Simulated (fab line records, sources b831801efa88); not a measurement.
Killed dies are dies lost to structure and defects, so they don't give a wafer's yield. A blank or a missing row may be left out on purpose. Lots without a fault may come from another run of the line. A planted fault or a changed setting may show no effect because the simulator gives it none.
fab line records | flow sky130
record lots=11 wafers=33 last_day=50
route steps=708 shown DNWELL@37 VIA1@472
lots that met no fault: from a run of the same line without faults
start_h: hours from the record's first day to the start of the lot's first wafer shown | wait_h: hours since the lot's step before | " the same as in the row above | L1.1+2: a row that stands for several wafers | - no value, or no start given | * or withheld: withheld | < > ~ a bound
route shown NAME@n: a module of which the file shows steps, and the number in the route of the first | usual: mean/standard deviation of fault-free wafers | same: alike in all rows | chamber/n: place in a boat | sites: the reading at each site | _std_site: their standard deviation | _edge_site: outer sites' mean less inner sites' | radius_mm: how far each site lies from the wafer's centre | mask NAME#n: copy n | behind: the tool/chamber that last shaped the wafer | hold: why the lot was held/for how many hours/how that ended | device: the transistor (n, p or np) that didn't switch | end of line: the same wafers' tests at the end of the route | a step without rows: its recipe alone | killed: dies lost to structure and defects at the first sort, not the wafer's yield | map: a wafer's dies, x killed, . not, _ none there
set.NAME: the setting as run; set.NAME@STEP: as run at that earlier step | model.NAME: the simulator's own value behind a step, which no gauge read
steps of the route over a sample of lots; a table a step, a row a wafer
services: from which hour (start_h, from the record's first day; less than 0 if before it) a tool's chamber was out of use, for how many hours, and why
## steps
# step SKY_DNWELL_COAT_02
# recipe spin_rpm=2000 resist_thk_nm=3000
# usual exhaust_pa=44.9/0.77 spin_speed_rpm=2000.2/1.2
# columns lot.wafer tool chamber start_h wait_h exhaust_pa spin_speed_rpm
L723.1 litho_track-01 0 55.65 0.1 45.5 2001.1
L723.3 " 0 " " 45.7 1999.1
L723.5 " 0 " " 45.5 2001.5
L726.2 litho_track-03 0 70.79 0.1 44.9 2000.0
L726.5 " 0 " " 43.7 1999.4
L726.6 " 0 " " 45.3 2001.3
L727.4 litho_track-02 0 79.04 0.1 45.9 2001.1
L727.5 " 0 " " 44.2 2000.9
L727.6 " 0 " " 44.9 2001.2
L728.2 litho_track-03 0 86.44 0.1 44.2 2000.2
L728.3 " 0 " " 44.8 2000.6
L728.4 " 0 " " 45.5 2000.1
L729.2 litho_track-01 0 86.63 0.1 46.2 1999.7
L729.4 " 0 " " 46.2 1999.3
L729.5 " 0 " " 46.0 1999.4
L730.4 litho_track-01 0 92.78 0.1 44.7 2000.2
L730.5 " 0 " " 44.2 1999.3
L730.6 " 0 " " 45.0 2000.8
L731.3 litho_track-03 0 96.32 0.1 44.5 1999.8
L731.4 " 0 " " 45.0 1999.8
L731.6 " 0 " " 45.7 2000.1
L733.1 litho_track-03 0 109.17 0.1 46.3 2001.5
L733.4 " 0 " " 44.8 2000.0
L733.5 " 0 " " 43.9 2001.8
L739.4 litho_track-03 0 137.44 0.1 45.5 2001.1
L739.5 " 0 " " 45.9 2001.3
L739.6 " 0 " " 45.8 2000.9
L740.1 litho_track-03 0 143.72 0.1 44.9 1997.5
L740.3 " 0 " " 43.6 1998.9
L740.4 " 0 " " 44.0 1999.8
L743.3 litho_track-01 0 159.95 0.1 44.1 2000.6
L743.5 " 0 " " 45.0 2002.7
L743.6 " 0 " " 44.9 1998.5
# step SKY_DNWELL_STRIP_08
# recipe chemistry=O2/N2 power_w=1400 pressure_mtorr=1500 platen_temp_c=withheld o2_flow_sccm=3000 n2_flow_sccm=300 overash_fraction=0.5
# usual drypump_motor_current_A=5.9/0.54 n2_flow_sccm=300.1/0.91 oes_product_au=0.722/0.0046 strip_time_to_endpoint_s=37.00/0.099
# columns lot.wafer tool chamber start_h wait_h drypump_motor_current_A n2_flow_sccm oes_product_au rf_hours_counter_h strip_time_to_endpoint_s
L723.1 plasma_asher-02 0 63.38 0.1 5.8 298.8 0.730 22 37.04
L723.3 " 1 " " 6.4 299.9 0.713 - 36.87
L723.5 " 0 " " 5.8 299.3 0.723 - 36.91
L726.2 plasma_asher-03 1 79.05 0.1 5.3 300.0 0.724 40 36.98
L726.5 " 1 " " 5.3 300.0 0.727 - 36.89
L726.6 " 0 " " 6.2 300.5 0.724 - 36.79
L727.4 plasma_asher-03 0 87.54 0.1 6.2 300.6 0.723 - 37.02
L727.5 " 0 " " 6.2 301.7 0.717 - 36.99
L727.6 " 1 " " 5.3 299.4 0.729 - 36.98
L728.2 plasma_asher-02 1 95.41 0.1 6.4 300.9 0.721 25 37.10
L728.3 " 1 " " 6.5 300.1 0.721 - 37.01
L728.4 " 0 " " 5.8 299.9 0.715 - 37.04
L729.2 plasma_asher-04 0 95.75 0.1 5.1 299.7 0.726 43 37.01
L729.4 " 1 " " 6.7 299.8 0.727 - 37.06
L729.5 " 0 " " 5.2 299.2 0.719 - 37.11
L730.4 plasma_asher-04 1 101.29 0.1 6.7 300.8 0.724 - 37.14
L730.5 " 0 " " 5.1 300.8 0.729 - 37.06
L730.6 " 1 " " 6.7 300.6 0.724 - 37.11
L731.3 plasma_asher-02 0 105.53 0.1 5.8 300.9 0.727 - 37.03
L731.4 " 1 " " 6.4 300.9 0.715 - 37.09
L731.6 " 1 " " 6.5 300.3 0.713 - 37.06
L733.1 plasma_asher-02 1 118.00 0.1 6.5 300.8 0.723 29 37.01
L733.4 " 1 " " 6.5 300.5 0.730 - 36.94
L733.5 " 0 " " 5.8 299.9 0.716 - 36.94
L739.4 plasma_asher-04 1 147.49 0.1 6.7 299.3 0.717 - 38.40
L739.5 " 1 " " 6.7 301.4 0.726 - 38.44
L739.6 " 0 " " 5.1 300.3 0.721 - 38.32
L740.1 plasma_asher-03 1 154.23 0.1 5.3 300.1 0.726 2 38.41
L740.3 " 1 " " 5.3 300.8 0.722 - 38.33
L740.4 " 0 " " 6.2 301.2 0.729 - 38.38
L743.3 plasma_asher-02 0 170.38 0.1 5.8 300.4 0.725 - 36.91
L743.5 " 1 " " 6.5 299.2 0.721 - 36.90
L743.6 " 0 " " 5.8 300.6 0.716 - 37.01
# step SKY_VIA1_ETCH_14
# recipe chemistry=N2/H2 target=BARC ion_energy_ev=200 source_w=500 bias_w=100 pressure_mtorr=30 n2_flow_sccm=100 h2_flow_sccm=200 stop_on=SiO2 time_s=45.9 target_depth_a=600
# usual drypump_motor_current_A=5.9/0.43 n2_flow_sccm=100.0/0.31 oes_product_au=0.855/0.0048 throttle_valve_pct=13.225/0.0098
# same time_s=45.9
# columns lot.wafer tool chamber start_h wait_h drypump_motor_current_A n2_flow_sccm oes_product_au rf_hours_counter_h throttle_valve_pct
L723.1 rie_diel-04 2 816.45 0.0 5.2 100.4 0.860 6 13.208
L723.3 " 3 " " 5.5 99.9 0.855 14 13.225
L723.5 " 2 " " 5.2 100.2 0.854 - 13.210
L726.2 rie_diel-02 1 830.66 0.0 6.5 99.7 0.859 16 13.219
L726.5 " 0 " " 6.1 100.6 0.858 - 13.232
L726.6 " 3 " " 5.6 100.2 0.856 - 13.224
L727.4 rie_diel-04 1 848.26 0.0 5.4 100.2 0.857 2 13.223
L727.5 " 1 " " 5.4 100.5 0.856 - 13.231
L727.6 " 0 " " 5.9 100.1 0.851 - 13.207
L728.2 rie_diel-01 3 855.79 0.0 6.0 100.2 0.851 2 13.217
L728.3 " 0 " " 6.4 99.5 0.860 26 13.234
L728.4 " 1 " " 5.9 99.3 0.857 12 13.220
L729.2 rie_diel-04 2 858.25 0.0 5.3 100.3 0.852 7 13.211
L729.4 " 3 " " 5.5 99.7 0.860 16 13.215
L729.5 " 3 " " 5.5 99.9 0.865 - 13.216
L730.4 rie_diel-02 1 859.21 0.0 6.5 100.3 0.846 16 13.239
L730.5 " 2 " " 6.2 100.2 0.852 - 13.226
L730.6 " 1 " " 6.5 100.0 0.856 - 13.207
L731.3 rie_diel-02 3 871.44 0.0 5.6 99.8 0.854 5 13.231
L731.4 " 1 " " 6.6 99.9 0.849 17 13.235
L731.6 " 2 " " 6.2 100.2 0.849 - 13.231
L733.1 rie_diel-02 1 885.60 0.0 6.6 100.2 0.848 17 13.227
L733.4 " 0 " " 6.2 99.5 0.859 - 13.211
L733.5 " 2 " " 6.3 99.6 0.853 - 13.226
L739.4 rie_diel-02 2 928.09 0.0 6.3 100.6 0.851 13 13.231
L739.5 " 1 " " 6.5 99.9 0.855 - 13.231
L739.6 " 0 " " 6.2 100.4 0.855 - 13.226
L740.1 rie_diel-01 1 936.39 0.0 5.9 100.0 0.850 15 13.218
L740.3 " 2 " " 5.3 99.9 0.862 19 13.227
L740.4 " 0 " " 6.4 100.6 0.855 2 13.238
L743.3 rie_diel-04 0 947.55 0.0 6.0 99.3 0.862 11 13.218
L743.5 " 3 " " 5.5 100.0 0.863 - 13.213
L743.6 " 2 " " 5.3 99.8 0.866 - 13.227
# step SKY_VIA1_STRIP_16
# recipe chemistry=O2/N2 power_w=1400 pressure_mtorr=1500 platen_temp_c=withheld o2_flow_sccm=3000 n2_flow_sccm=300 overash_fraction=0.5
# usual drypump_motor_current_A=5.4/0.63 n2_flow_sccm=300.1/0.97 oes_product_au=0.415/0.0046 strip_time_to_endpoint_s=4.461/0.022
# columns lot.wafer tool chamber start_h wait_h drypump_motor_current_A n2_flow_sccm oes_product_au rf_hours_counter_h strip_time_to_endpoint_s
L723.1 plasma_asher-01 0 816.54 0.0 4.9 302.2 0.416 7 4.458
L723.3 " 0 " " 4.8 300.6 0.418 - 4.466
L723.5 " 0 " " 4.9 301.6 0.420 - 4.506
L726.2 plasma_asher-01 1 830.75 0.0 5.2 300.0 0.414 9 4.465
L726.5 " 0 " " 4.8 299.4 0.418 - 4.474
L726.6 " 1 " " 5.2 300.6 0.416 - 4.457
L727.4 plasma_asher-04 0 848.39 0.1 5.1 299.7 0.418 - 4.448
L727.5 " 0 " " 5.1 300.8 0.416 - 4.474
L727.6 " 1 " " 6.7 299.8 0.413 - 4.462
L728.2 plasma_asher-03 1 855.88 0.0 5.3 299.7 0.422 71 4.492
L728.3 " 0 " " 6.2 298.6 0.420 - 4.463
L728.4 " 1 " " 5.3 298.8 0.409 - 4.482
L729.2 plasma_asher-04 1 858.34 0.0 6.7 301.1 0.415 43 4.471
L729.4 " 0 " " 5.1 298.2 0.419 - 4.468
L729.5 " 0 " " 5.1 297.5 0.419 - 4.485
L730.4 plasma_asher-04 0 859.34 0.1 5.2 299.1 0.419 - 4.451
L730.5 " 1 " " 6.7 301.5 0.412 - 4.460
L730.6 " 0 " " 5.2 298.0 0.409 - 4.462
L731.3 plasma_asher-03 0 871.56 0.1 6.2 300.3 0.411 - 4.431
L731.4 " 1 " " 5.3 300.2 0.417 - 4.438
L731.6 " 0 " " 6.2 300.6 0.411 - 4.440
L733.1 plasma_asher-01 0 885.69 0.0 4.9 301.0 0.415 14 4.478
L733.4 " 0 " " 4.9 300.2 0.409 - 4.487
L733.5 " 1 " " 5.2 301.3 0.420 - 4.500
L739.4 plasma_asher-01 1 928.21 0.1 5.2 300.7 0.416 - 4.485
L739.5 " 0 " " 4.9 299.4 0.408 - 4.450
L739.6 " 1 " " 5.2 299.0 0.414 - 4.487
L740.1 plasma_asher-01 0 936.48 0.0 4.8 301.5 0.411 19 4.421
L740.3 " 0 " " 4.8 300.1 0.417 - 4.429
L740.4 " 1 " " 5.2 298.9 0.408 - 4.402
L743.3 plasma_asher-01 1 947.68 0.1 5.2 300.4 0.412 - 4.465
L743.5 " 1 " " 5.2 300.9 0.414 - 4.488
L743.6 " 0 " " 4.8 299.7 0.414 - 4.472
# step SKY_VIA1_CMP_24
# recipe stop_on=SiO2 t_overpolish_s=15 down_force_psi=3.5 platen_rpm=60 target_thk_nm=0 pad_velocity_m_s=0.94248
# usual motor_current_A=10.8/0.87 overpolish_run_s=14.999/0.0091 retaining_ring_pressure_frac=1.000/0.005 time_to_endpoint_s=65.1/2.7
# columns lot.wafer tool chamber start_h wait_h motor_current_A overpolish_run_s retaining_ring_pressure_frac time_to_endpoint_s
L723.1 cmp-02 0 817.52 0.1 11.6 15.009 1.009 58.5
L723.3 " 2 " " 11.9 14.996 1.008 59.9
L723.5 " 3 " " 10.3 15.000 1.009 60.0
L726.2 cmp-02 0 831.78 0.1 11.3 14.987 1.002 63.3
L726.5 " 3 " " 10.2 14.990 0.998 66.4
L726.6 " 0 " " 11.7 14.992 1.006 65.6
L727.4 cmp-01 1 849.39 0.1 9.9 15.004 0.994 61.2
L727.6 " 3 " " 11.1 15.004 1.005 64.2
L727.5 " 0 " " 11.5 14.991 0.996 66.4
L728.4 cmp-01 0 856.82 0.0 10.8 15.007 1.002 64.8
L728.3 " 1 " " 9.6 14.998 1.004 66.2
L728.2 " 3 " " 10.5 14.998 1.004 65.8
L729.2 cmp-01 2 859.33 0.1 12.4 15.003 1.003 63.2
L729.4 " 3 " " 10.8 14.995 0.992 60.0
L729.5 " 1 " " 9.8 15.013 0.997 64.2
L730.4 cmp-02 0 860.34 0.1 11.3 14.993 0.995 63.4
L730.6 " 2 " " 10.4 15.000 0.995 66.1
L730.5 " 3 " " 10.1 14.994 0.992 63.9
L731.3 cmp-01 0 872.51 0.1 11.2 15.014 0.999 66.0
L731.4 " 2 " " 12.1 15.013 0.997 61.6
L731.6 " 3 " " 11.0 15.006 1.003 62.6
L733.1 cmp-01 0 886.72 0.1 10.9 15.024 0.998 63.6
L733.4 " 1 " " 10.4 14.992 1.001 61.4
L733.5 " 2 " " 12.0 14.979 1.004 66.1
L739.4 cmp-02 0 929.15 0.1 11.9 15.001 0.994 66.5
L739.6 " 3 " " 10.2 14.997 1.003 64.9
L739.5 " 0 " " 12.0 15.005 0.995 63.6
L740.3 cmp-01 3 937.51 0.1 10.7 14.999 1.000 66.2
L740.4 " 0 " " 10.6 14.996 0.998 69.4
L740.1 " 1 " " 10.4 15.000 1.003 66.5
L743.3 cmp-01 2 948.63 0.1 12.6 15.004 1.004 66.7
L743.5 " 1 " " 10.3 14.987 0.999 71.1
L743.6 " 2 " " 11.9 14.997 1.002 69.6
## services
# columns tool chamber start_h hours kind
cmp-01 - 60.82 5.4 pm
cmp-01 - 73.81 4.9 repair
plasma_asher-01 - 95.61 7.7 repair
cmp-01 - 100.81 0.3 repair
plasma_asher-01 - 148.70 0.9 repair
plasma_asher-01 - 203.24 1.8 repair
cmp-01 - 229.18 7.1 pm
cmp-01 - 236.30 4.0 pm
cmp-01 - 243.32 0.3 repair
cmp-01 - 313.92 1.3 repair
cmp-01 - 416.69 12.5 pm
cmp-01 - 433.85 2.5 repair
cmp-01 - 495.04 0.6 repair
cmp-01 - 508.29 1.1 repair
cmp-01 - 536.00 0.8 repair
cmp-01 - 576.55 4.0 pm
cmp-01 - 598.39 3.9 pm
cmp-01 - 618.28 0.5 repair
cmp-01 - 649.08 0.6 repair
cmp-01 - 689.07 5.4 repair
cmp-01 - 716.86 4.7 pm
cmp-01 - 738.52 3.1 repair
cmp-01 - 797.56 1.1 repair
cmp-01 - 916.59 4.0 pm
## key
first_sign step=SKY_DNWELL_STRIP_08 reading=strip_time_to_endpoint_s direction=up sigmas=14 usual=* struck=*
effect none on later readings
met_at SKY_DNWELL_COAT_02
struck_lots L739,L740
tester_left_out L739,L740
not_acting_at SKY_VIA1_ETCH_14,SKY_VIA1_STRIP_16,SKY_VIA1_CMP_24
onset_between 109.17 137.44
fault kind=process_parameter_drift tool=litho_track-03 chamber=- onset_h=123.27 steps=SKY_DNWELL_COAT_02 channel=resist_thk_nm offset=128.81 shape=step end_h=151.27 acts_in=these_recipes_only stated=3000
# tester_left_out: of these lots the tester's yield and bins aren't shown, on N5 and GAA mostly nor the transistor test; their killed dies are dies lost to structure and defects alone, not to doping, threshold or leakage, so they don't give the yield
